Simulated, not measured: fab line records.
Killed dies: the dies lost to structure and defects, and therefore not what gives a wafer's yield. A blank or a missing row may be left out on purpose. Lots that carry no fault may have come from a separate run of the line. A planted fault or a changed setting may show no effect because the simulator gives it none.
Which tool did it? / flow gf180mcu / at 1 step of a route of 602, 7 lots with 21 wafers sampled

WHAT EACH GAUGE READ, for each wafer
GF_HV_LDD_OVL_MEAS_47.
lot=L777; measured=day 12 18:46; on=overlay-02; HV_LDD_03_OVL (nm)=0.2 -2.0 -1.0
lot=L782; measured=day 14 07:10; on=overlay-01; HV_LDD_03_OVL (nm)=0.9 0.7 -1.1
lot=L787; measured=day 16 03:53; on=overlay-02; HV_LDD_03_OVL (nm)=3.0 1.9 0.7
lot=L789; measured=day 16 18:25; on=overlay-01; HV_LDD_03_OVL (nm)=-2.2 -0.1 -1.6
lot=L792; measured=day 17 15:22; on=overlay-02; HV_LDD_03_OVL (nm)=0.6 0.5 -0.3
lot=L795; measured=day 18 20:01; on=overlay-02; HV_LDD_03_OVL (nm)=-0.7 -0.3 -0.7
lot=L799; measured=day 20 08:13; on=overlay-01; HV_LDD_03_OVL (nm)=-1.6 -1.8 -1.0

TOOL THAT RAN EACH LOT (tool first, then ch and the chambers of the sampled wafers, then the start)
There is no process step in the record ahead of these readings.

THE ANSWER, worked out from the rows above alone
Rule: the lots themselves supply what counts as usual. The widest of any qualifying gaps counts: lots, ordered by their means at a reading, are off when they make up no more than a third of the lots, leave a main group of 4 or more, and stand apart from it by 3 or more times the standard deviation of that group's means. Not used: any main group whose means are identical at the precision the tables above print for the reading. A lot without any number at a reading at which 4 lots or more have one is off too. The other lots that the step has rows for count as sound.
Across all readings shown, no lot is off: no conclusion can be drawn from this.

WHAT HAD BEEN PUT IN BY THE SIMULATOR
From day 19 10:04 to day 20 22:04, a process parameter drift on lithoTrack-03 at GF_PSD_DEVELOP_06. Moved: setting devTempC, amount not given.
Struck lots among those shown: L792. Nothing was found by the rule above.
